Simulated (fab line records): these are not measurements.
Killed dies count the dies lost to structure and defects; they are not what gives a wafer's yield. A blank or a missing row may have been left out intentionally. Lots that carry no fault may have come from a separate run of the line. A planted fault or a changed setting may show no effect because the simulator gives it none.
fab line records	flow gf180mcu
record: lots: 14	wafers: 42	last_day: 34
route steps=602 shown VT_IMPLANT@108 HV_LDD@233 M1@320
lots that met no fault: from a run of the same line without faults
start_h: start of the lot's first displayed wafer, in hours after the record's first day	wait_h: hours from the lot's prior step to this one	" same as the row above	L1.1+2: a single row standing in for several wafers	- no value, or no start given	* or withheld: withheld	< > ~ a bound
route shown NAME@n: names a module that has steps shown in the file, with the first one's number in the route	usual: mean/standard deviation of fault-free wafers	same: alike in all rows	chamber/n: place in a boat	sites: each site's reading	_std_site: standard deviation of those values	_edge_site: the outer-site mean with the inner-site mean subtracted	radius_mm: for every site, how far away it sits from the centre of the wafer	mask NAME#n: copy n	behind: the most recent tool/chamber to have shaped the wafer	hold: what put the lot on hold/how long, in hours/how the hold closed	device: the transistor (n, p or np) that didn't switch	end of line: the route-end tests of the same wafers	for a step that has no rows: nothing shown but its recipe	killed: the dies lost at the first sort to structure and to defects; this is not the yield of the wafer	map: a wafer's dies, marking killed ones x, the rest . and places with no die _
set.NAME: the setting as run; set.NAME@STEP: as run at that earlier step	model.NAME: the simulator's own value behind a step, which no gauge read
route steps across a sampled set of lots; one table per step, one row per wafer
services: the hour from which a tool's chamber was out of use, counted from the record's first day as start_h (under 0 if before that day), plus the number of hours and why
== steps ==
step: GF_VT_IMPLANT_OVL_MEAS_18
usual: VT_IMPLANT_01_OVL: -0.4/1.4
lot.wafer	tool	chamber	start_h	wait_h	VT_IMPLANT_01_OVL[nm]
L908.2	overlay-01	-	124.37	0.1	-2.9
L908.3	"	-	"	"	-0.1
L908.6	"	-	"	"	-1.6
L909.1	overlay-02	-	129.12	0.1	-1.4
L909.4	"	-	"	"	-0.3
L909.6	"	-	"	"	-2.7
L911.1	overlay-02	-	144.02	0.1	1.5
L911.3	"	-	"	"	0.0
L911.5	"	-	"	"	0.6
L912.2	overlay-01	-	149.68	0.1	-0.3
L912.3	"	-	"	"	-0.3
L912.4	"	-	"	"	-0.1
L913.1	overlay-01	-	155.97	0.1	0.7
L913.2	"	-	"	"	1.5
L913.5	"	-	"	"	-0.3
L915.4	overlay-02	-	166.74	0.1	-1.0
L915.5	"	-	"	"	-2.1
L915.6	"	-	"	"	0.1
L917.1	overlay-02	-	196.57	0.1	0.9
L917.2	"	-	"	"	0.6
L917.5	"	-	"	"	0.1
L918.2	overlay-01	-	199.43	0.1	-1.0
L918.5	"	-	"	"	0.9
L918.6	"	-	"	"	-2.0
L923.1	overlay-01	-	222.72	0.1	-2.8
L923.3	"	-	"	"	-3.1
L923.4	"	-	"	"	-3.1
L924.2	overlay-02	-	228.58	0.1	-1.8
L924.3	"	-	"	"	-1.4
L924.4	"	-	"	"	-1.6
L928.1	overlay-02	-	255.12	0.1	-1.2
L928.3	"	-	"	"	0.4
L928.6	"	-	"	"	-0.5
L929.1	overlay-01	-	259.17	0.1	-0.6
L929.3	"	-	"	"	-1.2
L929.6	"	-	"	"	1.5
L930.2	overlay-02	-	267.93	0.1	1.9
L930.4	"	-	"	"	1.7
L930.5	"	-	"	"	1.7
L931.3	overlay-02	-	274.68	0.1	-1.1
L931.4	"	-	"	"	0.9
L931.5	"	-	"	"	-0.8
step: GF_VT_IMPLANT_IMPLANT_19
recipe: species: As	energy_kev: 100	dose_cm2: 4.35e+12	tilt_deg: 7
usual: dose_ions_cm2: 4.349e+12/4.8e+09
lot.wafer	tool	chamber	start_h	wait_h	dose_ions_cm2
L908.2	implanter-02	0	124.43	0.0	4.343e+12
L908.3	"	0	"	"	4.35e+12
L908.6	"	0	"	"	4.339e+12
L909.1	implanter-03	0	129.15	0.0	4.351e+12
L909.4	"	0	"	"	4.346e+12
L909.6	"	0	"	"	4.348e+12
L911.1	implanter-02	0	144.06	0.0	4.353e+12
L911.3	"	0	"	"	4.343e+12
L911.5	"	0	"	"	4.358e+12
L912.2	implanter-03	0	149.73	0.0	4.345e+12
L912.3	"	0	"	"	4.353e+12
L912.4	"	0	"	"	4.349e+12
L913.1	implanter-02	0	156.01	0.0	4.34e+12
L913.2	"	0	"	"	4.342e+12
L913.5	"	0	"	"	4.343e+12
L915.4	implanter-02	0	166.83	0.1	4.345e+12
L915.5	"	0	"	"	4.346e+12
L915.6	"	0	"	"	4.35e+12
L917.1	implanter-03	0	196.61	0.0	4.352e+12
L917.2	"	0	"	"	4.346e+12
L917.5	"	0	"	"	4.347e+12
L918.2	implanter-04	0	199.48	0.0	4.344e+12
L918.5	"	0	"	"	4.341e+12
L918.6	"	0	"	"	4.348e+12
L923.1	implanter-03	0	222.75	0.0	4.346e+12
L923.3	"	0	"	"	4.349e+12
L923.4	"	0	"	"	4.341e+12
L923.1	implanter-03	0	223.07	0.3	4.347e+12
L923.3	"	0	"	"	4.35e+12
L923.4	"	0	"	"	4.347e+12
L924.2	implanter-03	0	228.63	0.0	4.354e+12
L924.3	"	0	"	"	4.347e+12
L924.4	"	0	"	"	4.347e+12
L928.1	implanter-03	0	255.15	0.0	4.356e+12
L928.3	"	0	"	"	4.356e+12
L928.6	"	0	"	"	4.353e+12
L928.1	implanter-03	0	255.47	0.3	4.353e+12
L928.3	"	0	"	"	4.35e+12
L928.6	"	0	"	"	4.354e+12
L929.1	implanter-04	0	259.20	0.0	4.359e+12
L929.3	"	0	"	"	4.357e+12
L929.6	"	0	"	"	4.359e+12
L930.2	implanter-03	0	267.98	0.0	4.356e+12
L930.4	"	0	"	"	4.35e+12
L930.5	"	0	"	"	4.355e+12
L931.3	implanter-04	0	274.76	0.1	4.35e+12
L931.4	"	0	"	"	4.345e+12
L931.5	"	0	"	"	4.343e+12
step: GF_VT_IMPLANT_TW_MEAS_21
usual: VT_IMPLANT_2_TW: 1215/6.3
lot.wafer	tool	chamber	start_h	wait_h	VT_IMPLANT_2_TW
L908.2	film_metro-03	-	124.66	0.1	1209
L908.3	"	-	"	"	1210
L908.6	"	-	"	"	1203
L909.1	film_metro-03	-	129.40	0.1	1213
L909.4	"	-	"	"	1214
L909.6	"	-	"	"	1216
L911.1	film_metro-02	-	144.31	0.1	1222
L911.3	"	-	"	"	1207
L911.5	"	-	"	"	1219
L912.2	film_metro-02	-	149.97	0.1	1219
L912.3	"	-	"	"	1225
L912.4	"	-	"	"	1219
L913.1	film_metro-01	-	156.26	0.1	1205
L913.2	"	-	"	"	1213
L913.5	"	-	"	"	1212
L915.4	film_metro-01	-	167.04	0.1	1218
L915.5	"	-	"	"	1217
L915.6	"	-	"	"	1216
L917.1	film_metro-01	-	196.91	0.1	1202
L917.2	"	-	"	"	1213
L917.5	"	-	"	"	1205
L918.2	film_metro-01	-	199.72	0.1	1212
L918.5	"	-	"	"	1212
L918.6	"	-	"	"	1209
L923.1	film_metro-03	-	223.32	0.1	1520
L923.3	"	-	"	"	1523
L923.4	"	-	"	"	1516
L924.2	film_metro-01	-	228.87	0.1	1207
L924.3	"	-	"	"	1217
L924.4	"	-	"	"	1209
L928.1	film_metro-02	-	255.87	0.1	1524
L928.3	"	-	"	"	1518
L928.6	"	-	"	"	1515
L929.1	film_metro-02	-	259.45	0.1	1216
L929.3	"	-	"	"	1214
L929.6	"	-	"	"	1216
L930.2	film_metro-01	-	268.22	0.1	1204
L930.4	"	-	"	"	1203
L930.5	"	-	"	"	1213
L931.3	film_metro-01	-	274.98	0.1	1212
L931.4	"	-	"	"	1213
L931.5	"	-	"	"	1209
step: GF_HV_LDD_THK_MEAS_57
recipe: reads: Si3N4_of_HV_LDD_CVD_56
usual: HV_LDD_CVD_56_THK: 90.0/0.91
lot.wafer	tool	chamber	start_h	wait_h	HV_LDD_CVD_56_THK[nm]
L908.2	film_metro-03	-	273.87	0.0	90.0
L908.3	"	-	"	"	90.7
L908.6	"	-	"	"	90.0
L909.1	film_metro-01	-	277.07	0.0	91.3
L909.4	"	-	"	"	91.6
L909.6	"	-	"	"	90.9
L911.1	film_metro-03	-	301.54	0.0	89.8
L911.3	"	-	"	"	90.0
L911.5	"	-	"	"	89.5
L912.2	film_metro-04	-	305.64	0.0	90.5
L912.3	"	-	"	"	90.2
L912.4	"	-	"	"	90.4
L913.1	film_metro-01	-	315.06	0.0	90.2
L913.2	"	-	"	"	90.6
L913.5	"	-	"	"	91.0
L915.4	film_metro-01	-	333.18	0.0	90.5
L915.5	"	-	"	"	90.4
L915.6	"	-	"	"	89.6
L917.1	film_metro-04	-	367.93	0.0	89.6
L917.2	"	-	"	"	90.8
L917.5	"	-	"	"	91.5
L918.2	film_metro-04	-	371.34	0.0	87.8
L918.5	"	-	"	"	87.9
L918.6	"	-	"	"	87.6
L923.1	film_metro-01	-	400.19	0.0	91.0
L923.3	"	-	"	"	91.0
L923.4	"	-	"	"	90.5
L924.2	film_metro-01	-	406.79	0.0	90.3
L924.3	"	-	"	"	90.1
L924.4	"	-	"	"	90.5
L928.1	film_metro-01	-	439.47	0.0	89.9
L928.3	"	-	"	"	89.5
L928.6	"	-	"	"	89.8
L929.1	film_metro-03	-	451.38	0.0	90.0
L929.3	"	-	"	"	90.3
L929.6	"	-	"	"	90.3
L930.2	film_metro-04	-	459.78	0.0	89.1
L930.4	"	-	"	"	88.1
L930.5	"	-	"	"	88.5
L931.3	film_metro-04	-	465.00	0.0	90.3
L931.4	"	-	"	"	90.2
L931.5	"	-	"	"	89.8
step: GF_M1_RS_MEAS_05
recipe: thk_meas_gauge: four-point-probe	reads: TiN_of_M1_SPUTTER_04+Ti_of_M1_SPUTTER_03+AlCu_of_M1_SPUTTER_02+TiN_of_M1_SPUTTER_01+Ti_of_M1_SPUTTER_00
usual: M1_ALCU_RS: 0.0690/0.0008
lot.wafer	tool	chamber	start_h	wait_h	M1_ALCU_RS[ohm/sq]
L908.2	film_metro-01	-	359.26	0.0	0.0699
L908.3	"	-	"	"	0.0692
L908.6	"	-	"	"	0.0702
L909.1	film_metro-01	-	365.04	0.0	0.0689
L909.4	"	-	"	"	0.0696
L909.6	"	-	"	"	0.0699
L911.1	film_metro-02	-	392.49	0.0	0.0694
L911.3	"	-	"	"	0.0691
L911.5	"	-	"	"	0.0700
L912.2	film_metro-01	-	397.29	0.0	0.0695
L912.3	"	-	"	"	0.0691
L912.4	"	-	"	"	0.0706
L913.1	film_metro-01	-	406.38	0.0	0.0686
L913.2	"	-	"	"	0.0686
L913.5	"	-	"	"	0.0682
L915.4	film_metro-03	-	426.57	0.1	0.0698
L915.5	"	-	"	"	0.0691
L915.6	"	-	"	"	0.0689
L917.1	film_metro-02	-	466.84	0.0	0.0692
L917.2	"	-	"	"	0.0691
L917.5	"	-	"	"	0.0699
L918.2	film_metro-03	-	470.40	0.0	0.0681
L918.5	"	-	"	"	0.0690
L918.6	"	-	"	"	0.0678
L923.1	film_metro-03	-	501.01	0.0	0.0685
L923.3	"	-	"	"	0.0685
L923.4	"	-	"	"	0.0694
L924.2	film_metro-01	-	506.70	0.0	0.0687
L924.3	"	-	"	"	0.0680
L924.4	"	-	"	"	0.0687
L928.1	film_metro-02	-	538.04	0.0	0.0703
L928.3	"	-	"	"	0.0691
L928.6	"	-	"	"	0.0702
L929.1	film_metro-01	-	548.90	0.0	0.0695
L929.3	"	-	"	"	0.0691
L929.6	"	-	"	"	0.0685
L930.2	film_metro-02	-	557.00	0.0	0.0685
L930.4	"	-	"	"	0.0695
L930.5	"	-	"	"	0.0688
L931.3	film_metro-01	-	560.55	0.1	0.0681
L931.4	"	-	"	"	0.0677
L931.5	"	-	"	"	0.0682
== services ==
tool	chamber	start_h	hours	kind
implanter-04	-	116.59	4.0	pm
implanter-04	-	120.57	7.7	pm
implanter-03	-	132.67	3.3	repair
== key ==
first_sign: step: GF_VT_IMPLANT_IMPLANT_19	reading: visit	direction: added
effect: step: GF_VT_IMPLANT_TW_MEAS_21	reading: VT_IMPLANT_2_TW	direction: up	sigmas: 48	usual: 1215	struck: 1519
met_at GF_VT_IMPLANT_IMPLANT_19
struck_lots L923,L928
tester_left_out L923,L928
not_acting_at GF_VT_IMPLANT_OVL_MEAS_18,GF_HV_LDD_THK_MEAS_57,GF_M1_RS_MEAS_05
fault: kind: repeated_step_whole	tool: implanter-02,implanter-03,implanter-04	chamber: -	onset_h: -	steps: GF_VT_IMPLANT_IMPLANT_19	times: 1	scope: struck_lots_only
tester_left_out: of these lots the tester's yield and bins aren't shown, on N5 and GAA mostly nor the transistor test; their killed dies are dies lost to structure and defects alone, not to doping, threshold or leakage, so they don't give the yield
